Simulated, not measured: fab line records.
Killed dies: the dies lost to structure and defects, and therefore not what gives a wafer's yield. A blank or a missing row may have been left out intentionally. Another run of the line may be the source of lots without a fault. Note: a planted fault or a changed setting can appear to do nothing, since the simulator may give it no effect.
fab line records | flow gf180mcu
record lots=14 | wafers=42 | last_day=34
route steps=602 shown DNWELL@39 V2@385 M3@425
lots with no fault: from the same line, run without faults
start_h: the number of hours between the record's first day and the start of the first shown wafer of the lot | wait_h: hours elapsed since this lot's preceding step | " identical to the entry in the row above | L1.1+2: several wafers, shown together as one row | - no value, or no start was given | * or withheld: withheld | < > ~ a bound
route shown NAME@n: a module of which the file shows steps, and the number in the route of the first | usual: mean/standard deviation taken from wafers without a fault | same: alike in all rows | chamber/n: place in a boat | sites: the reading at each site | _std_site: the standard deviation of these | _edge_site: outer sites' mean less inner sites' | radius_mm: how far each site lies from the wafer's centre | mask NAME#n: copy n | behind: tool/chamber where the wafer was last shaped | hold: what put the lot on hold/how long, in hours/how the hold closed | device: the transistor (n, p or np) that didn't switch | end of line: the tests these same wafers got at the end of their route | step lacking rows: just its recipe | killed: count of dies lost to structure and defects at first sort (not the wafer's yield) | map: shows each die of a wafer: x if killed, . if not, _ if none is there
set.NAME: the setting that was run; set.NAME@STEP: the one run at that earlier step | model.NAME: the simulator's own value behind a step, which no gauge read
the route's steps for a sample of lots (tables are steps, rows are wafers)
services: from which hour (start_h, from the record's first day; less than 0 if before it) a tool's chamber was out of use, for how many hours, and why
## steps
# step GF_DNWELL_IMPLANT_07
# recipe species=P | energy_kev=1500 | dose_cm2=1e+13 | tilt_deg=0
# usual dose_ions_cm2=9.998e+12/9.8e+09
lot.wafer | tool         | chamber | start_h | wait_h | dose_ions_cm2
L551.2    | implanter-04 | 0       | 50.82   | -      | 9.994e+12
L551.3    | "            | 0       | "       | "      | 1.0004e+13
L551.4    | "            | 0       | "       | "      | 1.0011e+13
L552.1    | implanter-04 | 0       | 53.90   | -      | 1.0005e+13
L552.3    | "            | 0       | "       | "      | 9.987e+12
L552.5    | "            | 0       | "       | "      | 9.999e+12
L553.1    | implanter-04 | 0       | 58.29   | -      | 9.987e+12
L553.2    | "            | 0       | "       | "      | 9.992e+12
L553.4    | "            | 0       | "       | "      | 9.988e+12
L554.3    | implanter-04 | 0       | 64.79   | -      | 9.99e+12
L554.5    | "            | 0       | "       | "      | 9.997e+12
L554.6    | "            | 0       | "       | "      | 9.999e+12
L555.2    | implanter-02 | 0       | 69.61   | -      | 1.0003e+13
L555.4    | "            | 0       | "       | "      | 9.991e+12
L555.6    | "            | 0       | "       | "      | 1.0012e+13
L557.2    | implanter-01 | 0       | 80.01   | -      | 1.0009e+13
L557.3    | "            | 0       | "       | "      | 9.996e+12
L557.6    | "            | 0       | "       | "      | 1.0005e+13
L558.1    | implanter-02 | 0       | 85.35   | -      | 9.985e+12
L558.2    | "            | 0       | "       | "      | 9.996e+12
L558.5    | "            | 0       | "       | "      | 9.993e+12
L559.4    | implanter-01 | 0       | 89.77   | -      | 1.001e+13
L559.5    | "            | 0       | "       | "      | 9.997e+12
L559.6    | "            | 0       | "       | "      | 1.0004e+13
L562.1    | implanter-01 | 0       | 104.85  | -      | 1e+13
L562.3    | "            | 0       | "       | "      | 1.0001e+13
L562.4    | "            | 0       | "       | "      | 9.998e+12
L567.3    | implanter-02 | 0       | 133.45  | -      | 9.984e+12
L567.5    | "            | 0       | "       | "      | 9.979e+12
L567.6    | "            | 0       | "       | "      | 9.979e+12
L569.2    | implanter-04 | 0       | 143.27  | -      | 1.0401e+13
L569.3    | "            | 0       | "       | "      | 1.0411e+13
L569.4    | "            | 0       | "       | "      | 1.041e+13
L570.1    | implanter-04 | 0       | 148.55  | -      | 1.0424e+13
L570.2    | "            | 0       | "       | "      | 1.0407e+13
L570.5    | "            | 0       | "       | "      | 1.0405e+13
L572.1    | implanter-02 | 0       | 165.75  | -      | 9.986e+12
L572.4    | "            | 0       | "       | "      | 9.989e+12
L572.6    | "            | 0       | "       | "      | 9.989e+12
L573.2    | implanter-01 | 0       | 165.91  | -      | 1.0026e+13
L573.5    | "            | 0       | "       | "      | 1.0006e+13
L573.6    | "            | 0       | "       | "      | 1.0011e+13
# step GF_V2_THK_MEAS_03
# recipe reads=SiO2_of_V2_CVD_02
# usual V2_CVD_02_THK=852/10
lot.wafer | tool          | chamber | start_h | wait_h | V2_CVD_02_THK[nm]
L551.2    | film_metro-03 | -       | 454.33  | 0.0    | 835
L551.3    | "             | -       | "       | "      | 846
L551.4    | "             | -       | "       | "      | 845
L552.1    | film_metro-04 | -       | 464.20  | 0.0    | 839
L552.3    | "             | -       | "       | "      | 835
L552.5    | "             | -       | "       | "      | 856
L553.1    | film_metro-02 | -       | 466.52  | 0.0    | 846
L553.2    | "             | -       | "       | "      | 853
L553.4    | "             | -       | "       | "      | 859
L554.3    | film_metro-03 | -       | 483.92  | 0.1    | 852
L554.5    | "             | -       | "       | "      | 874
L554.6    | "             | -       | "       | "      | 869
L555.2    | film_metro-02 | -       | 487.65  | 0.0    | 855
L555.4    | "             | -       | "       | "      | 874
L555.6    | "             | -       | "       | "      | 873
L557.2    | film_metro-04 | -       | 507.92  | 0.0    | 832
L557.3    | "             | -       | "       | "      | 842
L557.6    | "             | -       | "       | "      | 850
L558.1    | film_metro-04 | -       | 513.52  | 0.0    | 862
L558.2    | "             | -       | "       | "      | 842
L558.5    | "             | -       | "       | "      | 859
L559.4    | film_metro-02 | -       | 516.87  | 0.0    | 859
L559.5    | "             | -       | "       | "      | 861
L559.6    | "             | -       | "       | "      | 872
L562.1    | film_metro-03 | -       | 545.67  | 0.0    | 839
L562.3    | "             | -       | "       | "      | 843
L562.4    | "             | -       | "       | "      | 854
L567.3    | film_metro-04 | -       | 587.38  | 0.1    | 831
L567.5    | "             | -       | "       | "      | 854
L567.6    | "             | -       | "       | "      | 858
L569.2    | film_metro-04 | -       | 602.76  | 0.0    | 839
L569.3    | "             | -       | "       | "      | 857
L569.4    | "             | -       | "       | "      | 863
L570.1    | film_metro-02 | -       | 606.01  | 0.0    | 851
L570.2    | "             | -       | "       | "      | 833
L570.5    | "             | -       | "       | "      | 860
L572.1    | film_metro-04 | -       | 630.70  | 0.0    | 833
L572.4    | "             | -       | "       | "      | 860
L572.6    | "             | -       | "       | "      | 852
L573.2    | film_metro-04 | -       | 632.63  | 0.0    | 844
L573.5    | "             | -       | "       | "      | 864
L573.6    | "             | -       | "       | "      | 849
# step GF_V2_CVD_23
# recipe material=W | target_thk_nm=350 | time_s=104.94 | temp_c=400 | pressure_torr=40
# usual heater_power_w=812/38
lot.wafer | tool     | chamber | start_h | wait_h | heater_power_w
L551.2    | cvd_w-02 | 1       | 480.90  | 0.0    | 740
L551.3    | "        | 0       | "       | "      | 854
L551.4    | "        | 1       | "       | "      | 755
L552.1    | cvd_w-02 | 0       | 490.14  | 0.1    | 852
L552.3    | "        | 1       | "       | "      | 737
L552.5    | "        | 1       | "       | "      | 772
L553.1    | cvd_w-02 | 0       | 491.74  | 0.0    | 861
L553.2    | "        | 1       | "       | "      | 759
L553.4    | "        | 0       | "       | "      | 831
L554.3    | cvd_w-02 | 1       | 508.91  | 0.1    | 753
L554.5    | "        | 0       | "       | "      | 839
L554.6    | "        | 1       | "       | "      | 781
L555.2    | cvd_w-02 | 0       | 513.20  | 0.0    | 842
L555.4    | "        | 0       | "       | "      | 848
L555.6    | "        | 0       | "       | "      | 861
L557.2    | cvd_w-01 | 1       | 532.46  | 0.0    | 843
L557.3    | "        | 1       | "       | "      | 855
L557.6    | "        | 1       | "       | "      | 824
L558.1    | cvd_w-01 | 1       | 538.09  | 0.0    | 846
L558.2    | "        | 0       | "       | "      | 816
L558.5    | "        | 1       | "       | "      | 860
L559.4    | cvd_w-02 | 0       | 541.06  | 0.1    | 837
L559.5    | "        | 0       | "       | "      | 852
L559.6    | "        | 1       | "       | "      | 743
L562.1    | cvd_w-02 | 0       | 569.11  | 0.0    | 847
L562.3    | "        | 1       | "       | "      | 748
L562.4    | "        | 0       | "       | "      | 862
L567.3    | cvd_w-01 | 0       | 609.52  | 0.1    | 810
L567.5    | "        | 0       | "       | "      | 809
L567.6    | "        | 1       | "       | "      | 824
L569.2    | cvd_w-01 | 0       | 625.84  | 0.1    | 821
L569.3    | "        | 0       | "       | "      | 823
L569.4    | "        | 0       | "       | "      | 803
L570.1    | cvd_w-02 | 1       | 627.86  | 0.0    | 760
L570.2    | "        | 0       | "       | "      | 859
L570.5    | "        | 0       | "       | "      | 835
L572.1    | cvd_w-01 | 1       | 652.24  | 0.0    | 860
L572.4    | "        | 0       | "       | "      | 803
L572.6    | "        | 1       | "       | "      | 867
L573.2    | cvd_w-01 | 1       | 654.15  | 0.0    | 833
L573.5    | "        | 0       | "       | "      | 822
L573.6    | "        | 1       | "       | "      | 843
# step GF_M3_METAL_ETCH_16
# recipe chemistry=Cl2/BCl3 | mask_material=KrF | target_depth_nm=750.8 | stop_on=SiO2 | pressure_mtorr=8 | icp_w=800 | bias_w=140 | Cl2_flow_sccm=80 | bcl3_flow_sccm=40 | time_s=125.1
# usual drypump_motor_current_A=5.9/0.41 | oes_product_au=0.990/0.0058 | throttle_valve_pct=28.231/0.0098
lot.wafer | tool         | chamber | start_h | wait_h | drypump_motor_current_A | oes_product_au | rf_hours_counter_h | throttle_valve_pct
L551.2    | rie_metal-01 | 1       | 506.30  | 0.0    | 6.4                     | 0.993          | 11                 | 28.237
L551.3    | "            | 0       | "       | "      | 6.0                     | 0.986          | -                  | 28.236
L551.4    | "            | 1       | "       | "      | 6.5                     | 0.985          | -                  | 28.220
L552.1    | rie_metal-04 | 0       | 514.85  | 0.0    | 5.5                     | 0.984          | 5                  | 28.242
L552.3    | "            | 0       | "       | "      | 5.5                     | 0.985          | -                  | 28.248
L552.5    | "            | 0       | "       | "      | 5.5                     | 0.989          | -                  | 28.224
L553.1    | rie_metal-02 | 0       | 516.08  | 0.0    | 6.3                     | 0.991          | 10                 | 28.241
L553.2    | "            | 1       | "       | "      | 5.3                     | 0.995          | 8                  | 28.233
L553.4    | "            | 0       | "       | "      | 6.3                     | 0.998          | -                  | 28.224
L554.3    | rie_metal-02 | 0       | 532.90  | 0.1    | 6.4                     | 0.992          | -                  | 28.223
L554.5    | "            | 1       | "       | "      | 5.2                     | 0.990          | -                  | 28.222
L554.6    | "            | 0       | "       | "      | 6.3                     | 1.000          | -                  | 28.228
L555.2    | rie_metal-01 | 1       | 536.71  | 0.0    | 6.5                     | 0.996          | 12                 | 28.225
L555.4    | "            | 0       | "       | "      | 6.0                     | 0.985          | -                  | 28.224
L555.6    | "            | 1       | "       | "      | 6.4                     | 0.985          | -                  | 28.228
L557.2    | rie_metal-04 | 1       | 555.53  | 0.0    | 6.0                     | 0.994          | 1                  | 28.213
L557.3    | "            | 0       | "       | "      | 5.5                     | 0.980          | -                  | 28.259
L557.6    | "            | 0       | "       | "      | 5.5                     | 0.981          | -                  | 28.252
L558.1    | rie_metal-04 | 0       | 561.08  | 0.0    | 5.5                     | 0.973          | 7                  | 28.232
L558.2    | "            | 1       | "       | "      | 6.0                     | 0.992          | 1                  | 28.223
L558.5    | "            | 0       | "       | "      | 5.5                     | 0.984          | -                  | 28.240
L559.4    | rie_metal-02 | 0       | 564.27  | 0.1    | 6.3                     | 0.982          | -                  | 28.232
L559.5    | "            | 1       | "       | "      | 5.2                     | 0.986          | -                  | 28.217
L559.6    | "            | 0       | "       | "      | 6.3                     | 0.996          | -                  | 28.223
L562.1    | rie_metal-02 | 1       | 591.51  | 0.0    | 5.3                     | 0.997          | 10                 | 28.230
L562.3    | "            | 1       | "       | "      | 5.2                     | 0.989          | -                  | 28.237
L562.4    | "            | 0       | "       | "      | 6.3                     | 0.990          | -                  | 28.220
L567.3    | rie_metal-04 | 1       | 630.99  | 0.1    | 6.0                     | 0.995          | -                  | 28.225
L567.5    | "            | 0       | "       | "      | 5.5                     | 0.982          | -                  | 28.248
L567.6    | "            | 1       | "       | "      | 6.0                     | 0.992          | -                  | 28.226
L569.2    | rie_metal-01 | 1       | 647.10  | 0.0    | 6.4                     | 0.993          | 2                  | 28.235
L569.3    | "            | 1       | "       | "      | 6.5                     | 0.990          | -                  | 28.232
L569.4    | "            | 0       | "       | "      | 6.0                     | 0.988          | -                  | 28.228
L570.1    | rie_metal-01 | 1       | 649.11  | 0.0    | 6.5                     | 0.992          | 2                  | 28.223
L570.2    | "            | 0       | "       | "      | 6.0                     | 0.982          | 17                 | 28.236
L570.5    | "            | 0       | "       | "      | 6.0                     | 0.992          | -                  | 28.241
L572.1    | rie_metal-01 | 1       | 672.88  | 0.0    | 6.5                     | 0.986          | 4                  | 28.216
L572.4    | "            | 0       | "       | "      | 6.0                     | 0.989          | -                  | 28.236
L572.6    | "            | 0       | "       | "      | 6.0                     | 0.991          | -                  | 28.230
L573.2    | rie_metal-04 | 1       | 674.78  | 0.0    | 6.0                     | 0.990          | 4                  | 28.222
L573.5    | "            | 1       | "       | "      | 6.0                     | 0.994          | -                  | 28.216
L573.6    | "            | 0       | "       | "      | 5.5                     | 0.991          | -                  | 28.236
## services
tool         | chamber | start_h | hours | kind
cvd_w-02     | -       | 58.46   | 2.8   | pm
cvd_w-02     | -       | 75.04   | 6.0   | pm
implanter-04 | -       | 78.78   | 22.4  | pm
implanter-04 | -       | 101.22  | 3.8   | pm
implanter-04 | -       | 140.47  | 2.7   | pm
cvd_w-02     | -       | 259.81  | 1.0   | repair
cvd_w-01     | 0       | 261.74  | 6.2   | repair
cvd_w-01     | -       | 300.91  | 6.0   | pm
cvd_w-02     | -       | 325.87  | 1.2   | repair
cvd_w-01     | 1       | 336.73  | 3.0   | repair
cvd_w-02     | -       | 364.93  | 0.5   | repair
cvd_w-02     | -       | 370.67  | 6.9   | pm
implanter-04 | -       | 389.88  | 2.9   | repair
cvd_w-01     | -       | 390.00  | 14.0  | pm
implanter-04 | -       | 396.34  | 3.8   | pm
cvd_w-02     | 1       | 412.76  | 6.5   | repair
cvd_w-01     | -       | 467.24  | 0.4   | repair
cvd_w-01     | -       | 485.25  | 5.2   | repair
cvd_w-01     | 0       | 493.44  | 16.0  | repair
cvd_w-01     | 1       | 528.42  | 1.4   | repair
cvd_w-01     | -       | 572.36  | 24.4  | repair
implanter-04 | -       | 592.93  | 15.9  | pm
cvd_w-01     | -       | 596.78  | 2.8   | pm
cvd_w-02     | -       | 630.18  | 9.0   | repair
## key
first_sign step=GF_DNWELL_IMPLANT_07 | reading=dose_ions_cm2 | direction=up | sigmas=42 | usual=9.998e+12 | struck=1.041e+13
effect none on later readings
met_at GF_DNWELL_IMPLANT_07
struck_lots L569,L570
tester_left_out L569,L570
not_acting_at GF_V2_THK_MEAS_03,GF_V2_CVD_23,GF_M3_METAL_ETCH_16
onset_between 64.79 143.27
fault kind=process_parameter_drift | tool=implanter-04 | chamber=- | onset_h=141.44 | steps=GF_DNWELL_IMPLANT_07 | channel=dose_cm2 | offset=4.1038e+11 | shape=step | end_h=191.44 | acts_in=these_recipes_only | stated=1e+13
# tester_left_out: of these lots the tester's yield and bins aren't shown, on N5 and GAA mostly nor the transistor test; their killed dies are dies lost to structure and defects alone, not to doping, threshold or leakage, so they don't give the yield
